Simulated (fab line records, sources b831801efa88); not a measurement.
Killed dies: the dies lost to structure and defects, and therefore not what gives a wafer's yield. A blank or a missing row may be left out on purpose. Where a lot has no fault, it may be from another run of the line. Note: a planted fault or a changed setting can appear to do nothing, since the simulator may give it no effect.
Which tool did it?	flow sky130	23 lots with 69 wafers sampled at 5 steps, on a route of 708 steps

== WHAT THE GAUGES SHOWED, per wafer ==
SKY_CAP2M_RS_MEAS_03: measurement is done with a four-point probe. Usual: for CAP2M_TIN_RS the level is 6.91 ohm/sq and the standard deviation is 0.077.
lot	measured	on	CAP2M_TIN_RS (ohm/sq)	flag
L074	day 39 10:15	film_metro-04	6.97 6.87 6.95	
L075	day 39 16:36	film_metro-04	6.82 6.74 6.81	
L076	day 40 00:42	film_metro-04	6.89 6.97 6.99	
L077	day 40 07:25	film_metro-03	6.94 6.97 7.00	
L078	day 40 15:31	film_metro-02	6.89 6.93 6.93	
L079	day 41 07:28	film_metro-03	6.96 6.96 6.95	
L080	day 42 07:52	film_metro-02	6.91 6.82 6.83	
L081	day 42 10:23	film_metro-04	6.93 6.90 6.93	
L082	day 42 06:49	film_metro-02	6.98 6.94 6.99	
L083	day 42 12:47	film_metro-03	6.86 6.87 6.80	
L084	day 42 19:35	film_metro-04	6.69 6.73 6.75	
L085	day 43 02:41	film_metro-02	6.82 6.87 6.81	
L086	day 43 11:16	film_metro-03	6.75 6.71 6.79	
L087	day 43 11:53	film_metro-03	7.00 7.01 7.05	
L088	day 43 22:58	film_metro-03	6.89 6.96 6.87	
L089	day 44 05:43	film_metro-03	6.93 6.97 6.99	
L090	day 44 06:35	film_metro-03	6.89 6.97 6.98	
L091	day 44 15:43	film_metro-03	6.83 6.86 6.86	
L092	day 45 01:50	film_metro-02	6.97 6.98 6.95	
L093	day 45 05:50	film_metro-03	6.95 6.94 6.99	
L094	day 45 14:29	film_metro-03	7.03 6.95 7.01	
L095	day 45 19:17	film_metro-04	6.92 6.84 6.90	
L097	day 45 21:38	film_metro-02	7.04 6.91 6.96	

== WHICH TOOL RAN EACH LOT (tool, then ch and the chambers of the sampled wafers, then the start) ==
lot	SKY_VT_ADJUST_NCORE_STRIP_10	SKY_VT_ADJUST_HVTR_STRIP_10	SKY_LI_CONTACT_ETCH_14	SKY_CONTACT_ETCH_17
L074	plasma_asher-04 ch 1, day 8 14:20	plasma_asher-04 ch 0,1, day 9 11:41	rie_diel-04 ch 1,3, day 28 17:37	rie_diel-03 ch 2,3, day 31 04:38
L075	plasma_asher-02 ch 0,1, day 8 20:07	plasma_asher-02 ch 0,1, day 9 18:26	rie_diel-04 ch 0,1,3, day 29 05:07	rie_diel-01 ch 0,1, day 31 15:02
L076	plasma_asher-03 ch 0,1, day 9 01:27	plasma_asher-04 ch 0,1, day 9 23:29	rie_diel-04 ch 0,3, day 29 10:55	rie_diel-01 ch 0,2,3, day 31 21:20
L077	plasma_asher-04 ch 0,1, day 9 05:01	plasma_asher-02 ch 0,1, day 10 03:21	rie_diel-02 ch 0,1, day 29 18:31	rie_diel-03 ch 0,1, day 32 05:56
L078	plasma_asher-02 ch 0,1, day 9 15:40	plasma_asher-04 ch 0,1, day 10 14:00	rie_diel-01 ch 0,1,2, day 30 05:05	rie_diel-04 ch 1,2,3, day 32 15:25
L079	plasma_asher-04 ch 0,1, day 10 01:02	plasma_asher-01 ch 0,1, day 10 23:44	rie_diel-02 ch 0,1,3, day 30 21:35	rie_diel-01 ch 0,1,2, day 33 08:17
L080	plasma_asher-02 ch 0,1, day 10 08:01	plasma_asher-02 ch 0,1, day 11 06:56	rie_diel-04 ch 0,2, day 32 01:11	rie_diel-01 ch 0,2,3, day 34 10:28
L081	plasma_asher-02 ch 0,1, day 10 17:44	plasma_asher-04 ch 0,1, day 11 17:05	rie_diel-04 ch 1,2,3, day 32 05:04	rie_diel-03 ch 0,1,2, day 34 13:11
L082	plasma_asher-04 ch 0,1, day 10 23:08	plasma_asher-02 ch 0,1, day 11 23:46	rie_diel-02 ch 0,1,3, day 31 22:44	rie_diel-04 ch 1,2,3, day 34 07:49
L083	plasma_asher-04 ch 0,1, day 11 05:38	plasma_asher-02 ch 0,1, day 12 05:26	rie_diel-04 ch 0,1,3, day 32 07:38	rie_diel-03 ch 0,2,3, day 34 15:49
L084	plasma_asher-03 ch 0,1, day 11 08:25	plasma_asher-02 ch 1, day 12 08:17	rie_diel-04 ch 0,1,3, day 32 18:14	rie_diel-03 ch 1,3, day 35 01:44
L085	plasma_asher-02 ch 0,1, day 11 21:46	plasma_asher-04 ch 0,1, day 12 22:10	rie_diel-02 ch 0,2,3, day 33 01:41	rie_diel-01 ch 0,1,3, day 35 08:38
L086	plasma_asher-04 ch 0,1, day 12 04:50	plasma_asher-01 ch 0,1, day 13 05:20	rie_diel-01 ch 1,2,3, day 33 09:22	rie_diel-04 ch 1,2,3, day 35 17:44
L087	plasma_asher-03 ch 0,1, day 12 10:24	plasma_asher-04 ch 0,1, day 13 11:19	rie_diel-02 ch 0,1,3, day 33 11:26	rie_diel-01 ch 0,3, day 35 18:59
L088	plasma_asher-04 ch 0,1, day 12 18:31	plasma_asher-02 ch 0,1, day 13 20:20	rie_diel-01 ch 0,2,3, day 34 01:37	rie_diel-01 ch 0,1,3, day 36 08:12
L089	plasma_asher-03 ch 0,1, day 13 03:05	plasma_asher-02 ch 0,1, day 14 04:44	rie_diel-01 ch 0,1,3, day 34 08:22	rie_diel-03 ch 1,2, day 36 15:55
L090	plasma_asher-02 ch 0,1, day 13 10:26	plasma_asher-01 ch 0,1, day 14 11:02	rie_diel-04 ch 1,2,3, day 34 11:50	rie_diel-03 ch 0,1, day 36 19:02
L091	plasma_asher-03 ch 0,1, day 13 15:36	plasma_asher-04 ch 0,1, day 14 15:44	rie_diel-04 ch 0,2,3, day 34 19:56	rie_diel-04 ch 2,3, day 37 02:28
L092	plasma_asher-03 ch 0,1, day 13 22:59	plasma_asher-01 ch 0,1, day 15 00:50	rie_diel-04 ch 1,2,3, day 35 07:55	rie_diel-03 ch 1,2,3, day 37 14:37
L093	plasma_asher-02 ch 0,1, day 14 07:56	plasma_asher-02 ch 0, day 15 11:14	rie_diel-01 ch 1,2,3, day 35 17:05	rie_diel-04 ch 1,2,3, day 37 22:20
L094	plasma_asher-03 ch 1, day 14 13:43	plasma_asher-04 ch 1, day 15 17:01	rie_diel-04 ch 0,2,3, day 35 23:19	rie_diel-01 ch 0,2,3, day 38 07:16
L095	plasma_asher-03 ch 0,1, day 14 20:53	plasma_asher-02 ch 0, day 16 00:55	rie_diel-01 ch 0,3, day 36 05:25	rie_diel-04 ch 0,3, day 38 10:56
L097	plasma_asher-03 ch 0,1, day 15 06:08	plasma_asher-04 ch 1, day 16 09:31	rie_diel-01 ch 0,1,3, day 36 08:43	rie_diel-03 ch 1,3, day 38 14:49
- SKY_VT_ADJUST_NCORE_STRIP_10: strips in O2/N2.
- SKY_VT_ADJUST_HVTR_STRIP_10: strips in O2/N2.
- SKY_LI_CONTACT_ETCH_14: etches BARC in N2/H2, stops on SiO2, time 45.9 s, target depth 60 nm.
- SKY_CONTACT_ETCH_17: etches SiO2 in C4F8/O2/Ar, stops on Si3N4, target depth 340 nm.

== AS READ BY THE TOOLS THEMSELVES (means over the sampled wafers that have a number; for cases with no such wafer, the mark the record gives instead) ==
SKY_VT_ADJUST_NCORE_STRIP_10. Usual: chamber_pressure_mTorr 1500.1 mTorr, standard deviation 1.4; drypump_motor_current_A 5.7 A, standard deviation 0.33; oes_product_au 0.716 a.u., standard deviation 0.0044; strip_time_to_endpoint_s 14.20 s, standard deviation 0.039.
lot	tool	chamber_pressure_mTorr (mTorr)	drypump_motor_current_A (A)	oes_product_au (a.u.)	strip_time_to_endpoint_s (s)	flag
L074	plasma_asher-04	1500.3	6.2	0.713	14.18	
L075	plasma_asher-02	1499.8	5.4	0.715	14.22	
L076	plasma_asher-03	1501.1	5.5	0.718	14.18	
L077	plasma_asher-04	1499.5	6.1	0.719	14.20	
L078	plasma_asher-02	1500.7	5.4	0.715	14.27	
L079	plasma_asher-04	1499.7	5.9	0.718	14.24	
L080	plasma_asher-02	1501.2	5.6	0.714	14.17	
L081	plasma_asher-02	1498.3	5.6	0.713	14.18	
L082	plasma_asher-04	1500.1	6.1	0.721	14.21	
L083	plasma_asher-04	1499.8	6.1	0.713	14.24	
L084	plasma_asher-03	1502.0	5.5	0.716	14.25	
L085	plasma_asher-02	1500.9	5.6	0.715	14.16	
L086	plasma_asher-04	1499.6	6.1	0.715	14.18	
L087	plasma_asher-03	1499.8	5.6	0.717	14.19	
L088	plasma_asher-04	1499.8	6.0	0.714	14.22	
L089	plasma_asher-03	1499.6	5.5	0.714	14.24	
L090	plasma_asher-02	1499.4	5.6	0.715	14.14	
L091	plasma_asher-03	1499.5	5.6	0.717	14.18	
L092	plasma_asher-03	1499.6	5.6	0.716	14.18	
L093	plasma_asher-02	1500.6	5.4	0.713	14.18	
L094	plasma_asher-03	1500.5	5.5	0.714	14.21	
L095	plasma_asher-03	1499.9	5.6	0.718	14.17	
L097	plasma_asher-03	1500.7	5.6	0.721	14.21	

SKY_VT_ADJUST_HVTR_STRIP_10. Usual: chamber_pressure_mTorr 1500.2 mTorr, standard deviation 1.4; drypump_motor_current_A 5.7 A, standard deviation 0.39; oes_product_au 0.715 a.u., standard deviation 0.0047; strip_time_to_endpoint_s 14.18 s, standard deviation 0.039.
lot	tool	chamber_pressure_mTorr (mTorr)	drypump_motor_current_A (A)	oes_product_au (a.u.)	strip_time_to_endpoint_s (s)	flag
L074	plasma_asher-04	1499.5	6.1	0.713	14.17	
L075	plasma_asher-02	1500.1	5.4	0.716	14.19	
L076	plasma_asher-04	1499.9	5.9	0.713	14.11	
L077	plasma_asher-02	1501.0	5.4	0.714	14.15	
L078	plasma_asher-04	1499.0	6.0	0.710	14.20	
L079	plasma_asher-01	1499.5	5.4	0.713	14.18	
L080	plasma_asher-02	1499.4	5.6	0.714	14.14	
L081	plasma_asher-04	1499.0	6.1	0.716	14.20	
L082	plasma_asher-02	1500.7	5.6	0.716	14.20	
L083	plasma_asher-02	1500.6	5.4	0.716	14.20	
L084	plasma_asher-02	1499.9	5.1	0.710	14.21	
L085	plasma_asher-04	1500.4	6.1	0.718	14.14	
L086	plasma_asher-01	1500.8	5.4	0.717	14.26	
L087	plasma_asher-04	1500.2	5.9	0.714	14.17	
L088	plasma_asher-02	1500.2	5.4	0.715	14.22	
L089	plasma_asher-02	1500.2	5.6	0.711	14.24	
L090	plasma_asher-01	1500.5	5.4	0.715	14.23	
L091	plasma_asher-04	1499.9	6.1	0.712	14.21	
L092	plasma_asher-01	1500.2	5.4	0.716	14.17	
L093	plasma_asher-02	1499.2	5.9	0.717	14.13	
L094	plasma_asher-04	1501.7	6.2	0.715	14.15	
L095	plasma_asher-02	1501.2	5.9	0.720	14.19	
L097	plasma_asher-04	1499.4	6.1	0.714	14.17	

SKY_LI_CONTACT_ETCH_14. Usual: chamber_pressure_mTorr 30.001 mTorr, standard deviation 0.029; drypump_motor_current_A 5.8 A, standard deviation 0.37; oes_product_au 0.855 a.u., standard deviation 0.0045; throttle_valve_pct 13.226 %, standard deviation 0.0087.
lot	tool	chamber_pressure_mTorr (mTorr)	drypump_motor_current_A (A)	oes_product_au (a.u.)	throttle_valve_pct (%)	flag
L074	rie_diel-04	30.007	6.0	0.855	13.224	
L075	rie_diel-04	29.987	5.9	0.859	13.232	
L076	rie_diel-04	30.004	5.9	0.854	13.231	
L077	rie_diel-02	29.981	5.4	0.856	13.231	
L078	rie_diel-01	29.996	5.6	0.861	13.224	
L079	rie_diel-02	30.040	5.6	0.854	13.221	
L080	rie_diel-04	29.998	5.8	0.852	13.227	
L081	rie_diel-04	30.036	5.9	0.855	13.218	
L082	rie_diel-02	29.998	5.6	0.851	13.231	
L083	rie_diel-04	29.994	5.9	0.855	13.231	
L084	rie_diel-04	29.981	5.9	0.853	13.227	
L085	rie_diel-02	29.963	5.5	0.857	13.227	
L086	rie_diel-01	30.005	5.7	0.858	13.226	
L087	rie_diel-02	30.037	5.6	0.852	13.216	
L088	rie_diel-01	30.008	6.0	0.850	13.229	
L089	rie_diel-01	30.007	5.9	0.854	13.222	
L090	rie_diel-04	30.024	5.9	0.853	13.221	
L091	rie_diel-04	30.000	5.9	0.856	13.220	
L092	rie_diel-04	30.010	5.9	0.852	13.223	
L093	rie_diel-01	30.005	5.6	0.856	13.232	
L094	rie_diel-04	30.022	5.9	0.855	13.227	
L095	rie_diel-01	30.019	6.2	0.861	13.230	
L097	rie_diel-01	29.994	5.9	0.850	13.224	

SKY_CONTACT_ETCH_17. Usual: chamber_pressure_mTorr 40.00 mTorr, standard deviation 0.034; oes_product_au 0.891 a.u., standard deviation 0.0047.
lot	tool	chamber_pressure_mTorr (mTorr)	oes_product_au (a.u.)	flag
L074	rie_diel-03	40.01	0.893	
L075	rie_diel-01	40.00	0.892	
L076	rie_diel-01	40.02	0.890	
L077	rie_diel-03	40.01	0.893	
L078	rie_diel-04	40.02	0.890	
L079	rie_diel-01	39.99	0.893	
L080	rie_diel-01	40.00	0.899	
L081	rie_diel-03	39.99	0.892	
L082	rie_diel-04	40.02	0.889	
L083	rie_diel-03	40.03	0.890	
L084	rie_diel-03	40.00	0.894	
L085	rie_diel-01	40.03	0.895	
L086	rie_diel-04	40.01	0.891	
L087	rie_diel-01	39.99	0.890	
L088	rie_diel-01	39.99	0.893	
L089	rie_diel-03	40.02	0.887	
L090	rie_diel-03	40.00	0.886	
L091	rie_diel-04	39.97	0.893	
L092	rie_diel-03	39.98	0.885	
L093	rie_diel-04	39.99	0.893	
L094	rie_diel-01	40.00	0.894	
L095	rie_diel-04	40.03	0.888	
L097	rie_diel-03	40.00	0.888	

== THE ANSWER, worked out from the rows above alone ==
Rule: take the mean of a lot's wafers that have a number; if it is more than 3 standard deviations from the usual mean, the lot is off. Also off: a lot with no number at a reading for which 4 or more lots have one. Any other lot the step has rows for is counted as sound. After the gauges, taken in route order, come the tools' own readings; for these a lot's mean is taken, as printed above. The first step at which some lot is off is used, and at that step the reading that is off furthest; a lot without a number counts as furthest.
No lot is off at any reading shown: from this, nothing can be told.

== WHAT THE SIMULATOR HAD PUT IN ==
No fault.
